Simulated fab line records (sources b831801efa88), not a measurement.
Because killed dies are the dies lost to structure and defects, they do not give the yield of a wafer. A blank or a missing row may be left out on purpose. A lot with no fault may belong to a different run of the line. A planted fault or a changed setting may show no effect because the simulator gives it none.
A struck lot beside a sound one || flow sky130 || 28 out of 708 route steps
Sound: the wafers L787.1, L787.4, L787.5. Wafers L794.2, L794.3, L794.6 were the ones struck. Last of all comes the cause.
For every step that has rows: the tool of each side, followed by ch and its chambers, followed by its first start. Under that, the readings that differ: sound wafers || struck wafers || difference of the means || sigmas: that difference in standard deviations of wafers without a fault.
alike: a reading whose means differ by less than 2 such deviations, as well as words and numbers matching on both sides. not compared: withheld readings; readings where some wafer has no value; bounds like >300 that might hide an equal value; numbers whose values overlap and for which the record gives no deviation.
The two part at a step that has a row with sigmas, a row that says differs or no value, or rows on one side only. When numbers do not overlap yet have no deviation, they are printed without sigmas and do not part them. A reading that every wafer of one side lacks parts them only if that side has two wafers or more.

SKY_PASSIVATION_CVD_00: deposits SiO2, target thk 90 nm.
  sound on pecvd-01 ch 0,1, day 44 00:03; struck on pecvd-01 ch 0,1,2, day 46 00:04
  alike: heater_power_w
SKY_PASSIVATION_THK_MEAS_01:
  sound on film_metro-04 at day 44 00:04; struck on film_metro-02 at day 46 00:09
  alike: PASSIVATION_CVD_00_THK
SKY_PASSIVATION_CVD_02: deposits Si3N4, target thk 540 nm.
  sound on pecvd-02 ch 0,1,2, day 44 00:08; struck on pecvd-02 ch 0, day 46 00:12
  alike: heater_power_w
SKY_PASSIVATION_THK_MEAS_03:
  sound on film_metro-04 at day 44 00:21; struck on film_metro-03 at day 46 00:33
  alike: PASSIVATION_CVD_02_THK
then, 7 steps without rows for these wafers: SKY_PASSIVATION_DEHYDRATE_04 (time 60 s); SKY_PASSIVATION_HMDS_05 (prime time 60 s); SKY_PASSIVATION_COAT_06 (resist thk 3000 nm); SKY_PASSIVATION_SOFTBAKE_07; SKY_PASSIVATION_EXPOSE_08 (exposes mask NSM, target cd 3000 nm); SKY_PASSIVATION_PEB_09; SKY_PASSIVATION_DEVELOP_10 (develop time 60 s).
SKY_PASSIVATION_ETCH_11: etches the open film in CF4/O2, stops on AlCu, target depth 725 nm, time 163.9 s.
  sound on rie_diel-03 ch 1,3, day 44 22:26; struck on rie_diel-02 ch 0,1,2, day 46 20:59
  alike: drypump_motor_current_A, oes_product_au, throttle_valve_pct
  not compared: rf_hours_counter_h
SKY_PASSIVATION_STRIP_12: strips in O2/N2.
  sound on plasma_asher-03 ch 1, day 44 22:33; struck on plasma_asher-03 ch 1, day 46 21:06
  alike: drypump_motor_current_A, oes_product_au, strip_time_to_endpoint_s
  not compared: rf_hours_counter_h
then, 7 steps without rows for these wafers: SKY_PAD_OPEN_DEHYDRATE_00 (time 60 s); SKY_PAD_OPEN_HMDS_01 (prime time 60 s); SKY_PAD_OPEN_COAT_02 (resist thk 3000 nm); SKY_PAD_OPEN_SOFTBAKE_03; SKY_PAD_OPEN_EXPOSE_04 (exposes mask PDM, target cd 60000 nm); SKY_PAD_OPEN_PEB_05; SKY_PAD_OPEN_DEVELOP_06 (develop time 60 s).
SKY_PAD_OPEN_ETCH_07: etches the open film in CF4/O2, stops on AlCu, target depth 725 nm, time 161.1 s.
  sound on rie_diel-01 ch 0,1, day 45 20:08; struck on rie_diel-04 ch 0,2, day 47 17:34
  alike: drypump_motor_current_A, oes_product_au, throttle_valve_pct
  not compared: rf_hours_counter_h
SKY_PAD_OPEN_STRIP_08: strips in O2/N2.
  sound on plasma_asher-02 ch 0,1, day 45 20:15; struck on plasma_asher-02 ch 0, day 47 17:42
  alike: drypump_motor_current_A, oes_product_au
  not compared: rf_hours_counter_h
then, 4 steps without rows for these wafers: SKY_PAD_OPEN_STRIP_09 (strips in post etch residue remover, time 1200 s); SKY_PAD_OPEN_CLEAN_10 (cleans in IPA, time 180 s); SKY_PAD_OPEN_CLEAN_11 (cleans in O3/DIW); SKY_PAD_OPEN_ANNEAL_12.
SKY_PAD_OPEN_BOW_MEAS_13:
  sound on film_metro-04 at day 45 22:20; struck on film_metro-03 at day 47 19:49
  alike: PAD_OPEN_BOW
SKY_PAD_OPEN_PROBE_99:
  sound on prober-01 at day 45 22:28; struck on prober-02 at day 47 19:58
{"reading": "defect_limited_yield (%)", "sound": "81.5 79.9 83.5", "struck": "75.2 72.4 74.2", "difference": -7.7, "sigmas": -4}
{"reading": "killed_at_other", "sound": "0 0 0", "struck": "49 45 42", "difference": "+45", "sigmas": "+94"}
{"reading": "killed_dies", "sound": "91 99 81", "struck": "122 136 127", "difference": "+38", "sigmas": "+4"}
{"reading": "sort_bin_3_pad_short (%)", "sound": "0.8 1.4 1.4", "struck": "3.3 2.4 2.0", "difference": "+1.4", "sigmas": "+3"}
{"reading": "sort_bin_5_function (%)", "sound": "10.8 11.8 9.1", "struck": "14.8 18.3 17.3", "difference": "+6.2", "sigmas": "+4"}
{"reading": "sort_n_pass", "sound": "401 393 411", "struck": "370 356 365", "difference": -38, "sigmas": -4}
{"reading": "sort_yield_pct (%)", "sound": "81.5 79.9 83.5", "struck": "75.2 72.4 74.2", "difference": -7.7, "sigmas": -4}
{"reading": "model.etest.tester.sort_n_pass", "sound": "401 393 411", "struck": "370 356 365", "difference": -38, "sigmas": ""}
{"reading": "model.etest.tester.sort_yield_pct (%)", "sound": "81.5 79.88 83.54", "struck": "75.2 72.36 74.19", "difference": -7.7, "sigmas": ""}
{"reading": "model.etest.tester.sort_bin_5_pct (%)", "sound": "10.77 11.79 9.146", "struck": "14.84 18.29 17.28", "difference": "+6.23", "sigmas": ""}
{"reading": "model.etest.tester.sort_bin_3_pct (%)", "sound": "0.813 1.423 1.423", "struck": "3.252 2.439 2.033", "difference": "+1.355", "sigmas": ""}
  alike: killed_at_M0_to_M3, killed_at_M4_up, killed_at_contacts, killed_at_front_end, killed_on_rim, killed_open, killed_short, sort_bin_6_memory

WHERE THEY PART
Within this record, at SKY_PAD_OPEN_PROBE_99 only.

WHY: what had been put in by the simulator
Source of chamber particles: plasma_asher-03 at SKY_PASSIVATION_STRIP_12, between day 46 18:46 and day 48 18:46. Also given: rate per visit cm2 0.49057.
